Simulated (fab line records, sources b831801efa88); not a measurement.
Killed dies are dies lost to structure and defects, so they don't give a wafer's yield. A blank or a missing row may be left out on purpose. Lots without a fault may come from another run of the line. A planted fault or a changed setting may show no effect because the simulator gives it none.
One fault seen from 2 desks | flow sky130 | each desk has only its own numbers; what lay behind them comes last

THE TOOL OWNER'S DESK: implanter-02
The tool's own readings at SKY_POLY_GATE_IMPLANT_02: means of the sampled wafers that have a number, for each lot that ran on this tool. A lot is out of limits, marked OUT, if its mean lies more than 4 standard deviations from the usual mean; the brackets give that distance.
Columns: A = beam_on_s at SKY_POLY_GATE_IMPLANT_02, usual 36.5 s; B = dose_ions_cm2 at SKY_POLY_GATE_IMPLANT_02, usual 7.702e+15; C = end_station_pressure_torr at SKY_POLY_GATE_IMPLANT_02, usual 1.05e-05 Torr; D = tilt_deg at SKY_POLY_GATE_IMPLANT_02, usual -0.002 degrees
lot  | first seen here | A              | B                           | C                   | D
L665 | day 16 08:19    | 35.6           | 7.693e+15                   | 1.09e-05            | -0.006
L669 | day 18 01:05    | 35.6           | 7.700e+15                   | 1.09e-05            | -0.022
L673 | day 19 04:23    | 36.1           | 7.717e+15                   | 1.02e-05            | -0.000
L674 | day 19 13:34    | 36.2           | 7.703e+15                   | 1.04e-05            | -0.002
L684 | day 23 15:08    | 12.6 (-24) OUT | 2.705e+15 (-99 or more) OUT | 1.43e-05 (+6.6) OUT | 0.007
L685 | day 24 00:56    | 12.5 (-24) OUT | 2.697e+15 (-99 or more) OUT | 1.40e-05 (+6.0) OUT | 0.002
This desk's finding: out of limits on L684, L685; first on L684, day 23 15:08 (beam_on_s at SKY_POLY_GATE_IMPLANT_02). In limits: L665, L669, L673, L674.

THE METROLOGY DESK
What the gauges read, lot by lot, whatever tool the lot ran on: means of the sampled wafers that have a number. A lot is out of limits, marked OUT, if its mean lies more than 4 standard deviations from the usual mean; the brackets give that distance.
Columns: A = SONOS_TUNNEL_TW at SKY_SONOS_TUNNEL_TW_MEAS_12, usual 196.7; B = POLY_GATE_TW at SKY_RES_PROTECT_TW_MEAS_08, usual 4017; C = POLY_GATE_CVD_03_THK at SKY_POLY_GATE_THK_MEAS_04, usual 74.7 nm
lot  | first seen here | A     | B               | C
L665 | day 12 11:49    | 199.7 | 4082            | 74.7
L668 | day 13 13:17    | 199.7 | 4072            | 74.8
L669 | day 13 19:04    | 200.1 | 3985            | 74.1
L673 | day 15 03:40    | 199.8 | 3960            | 75.2
L674 | day 15 10:02    | 194.2 | 4090            | 74.9
L675 | day 15 19:25    | 200.3 | 3961            | 75.3
L676 | day 16 02:07    | 195.8 | 4000            | 74.7
L677 | day 16 16:23    | 195.5 | 3943            | 75.0
L684 | day 19 11:04    | 196.4 | 3621 (-8.8) OUT | 75.4
L685 | day 19 19:42    | 196.2 | 3624 (-8.7) OUT | 75.9
This desk's finding: out of limits on L684, L685; first on L684, day 23 15:23 (POLY_GATE_TW at SKY_RES_PROTECT_TW_MEAS_08). In limits: L665, L668, L669, L673, L674, L675, L676, L677.

PUT TOGETHER
The tool owner's desk could have raised an alarm at day 23 15:08, on L684, L685.
The metrology desk could have raised an alarm at day 23 15:23, on L684, L685.
Of the lots named, all ran SKY_POLY_GATE_IMPLANT_02 on implanter-02.

WHAT THE SIMULATOR HAD PUT IN
Process parameter drift: implanter-02, from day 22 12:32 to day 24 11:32, at SKY_POLY_GATE_IMPLANT_02. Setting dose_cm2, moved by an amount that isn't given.
Lots struck among those shown: L684, L685.
Hours from the fault's start to each desk's first reading out of limits: the tool owner's desk, 27; the metrology desk, 27.
